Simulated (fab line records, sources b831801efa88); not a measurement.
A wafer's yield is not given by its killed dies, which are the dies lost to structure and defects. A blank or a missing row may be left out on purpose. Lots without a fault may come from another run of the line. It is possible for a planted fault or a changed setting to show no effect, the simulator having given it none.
Matching of chambers + flow gf180mcu + hdpcvd-02 running GF_CONTACT_CVD_00: 3 sister chambers
The step deposits SiO2, target thk 300 nm, time 50 s. 16 wafers are shown with their chamber, then 8 later ones without.

## WAFERS PAIRED WITH THEIR CHAMBERS
| wafer  | chamber | sih4-flow-sccm (sccm) |
|--------|---------|-----------------------|
| L517.2 | 0       | 59.89                 |
| L517.3 | 1       | 60.03                 |
| L517.5 | 1       | 59.97                 |
| L518.1 | 0       | 60.03                 |
| L518.2 | 1       | 59.96                 |
| L518.4 | 0       | 60.03                 |
| L522.4 | 0       | 60.05                 |
| L522.5 | 2       | 59.64                 |
| L522.6 | 1       | 60.05                 |
| L523.2 | 2       | 60.13                 |
| L523.3 | 1       | 59.85                 |
| L523.4 | 2       | 59.83                 |
| L528.3 | 1       | 59.93                 |
| L530.2 | 2       | 60.09                 |
| L530.4 | 2       | 60.33                 |
| L536.2 | 1       | 59.88                 |

SIGNATURES (averages over the wafers above)
| reading        | chamber 0 | chamber 1 | chamber 2 | scatter within a chamber |
|----------------|-----------|-----------|-----------|--------------------------|
| sih4-flow-sccm | 60.0000   | 59.9529   | 60.0040   | 0.162                    |
Rule: distance of a wafer from a chamber = root of the sum over the readings of ((wafer's reading minus chamber's mean) / reading's scatter) squared. If the next closest chamber is less than 2 further off than the closest, the wafer can't be placed; otherwise it belongs to the closest. The scatter: the root of (the sum of the squares of (reading less its chamber's mean) over the shown wafers, divided by (wafers less chambers)).

## WAFERS WHOSE CHAMBER IS MISSING
| wafer  | sih4-flow-sccm (sccm) |
|--------|-----------------------|
| L536.3 | 60.20                 |
| L536.5 | 60.00                 |
| L538.1 | 59.89                 |
| L538.4 | 60.16                 |
| L538.6 | 60.35                 |
| L539.4 | 60.06                 |
| L539.5 | 59.76                 |
| L539.6 | 60.17                 |

## WHICH CHAMBER EACH WENT THROUGH
| wafer  | from the rows above          | in truth |
|--------|------------------------------|----------|
| L536.3 | can't be placed: 2 or 0 or 1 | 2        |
| L536.5 | can't be placed: 0 or 2 or 1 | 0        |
| L538.1 | can't be placed: 1 or 0 or 2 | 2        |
| L538.4 | can't be placed: 2 or 0 or 1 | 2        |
| L538.6 | can't be placed: 2 or 0 or 1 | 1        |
| L539.4 | can't be placed: 2 or 0 or 1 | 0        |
| L539.5 | can't be placed: 1 or 0 or 2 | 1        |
| L539.6 | can't be placed: 2 or 0 or 1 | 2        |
Placed correctly: 0 of 8. Unplaceable from these rows: 8, with the true chamber sitting among the candidates in 8. Wrongly placed: 0.
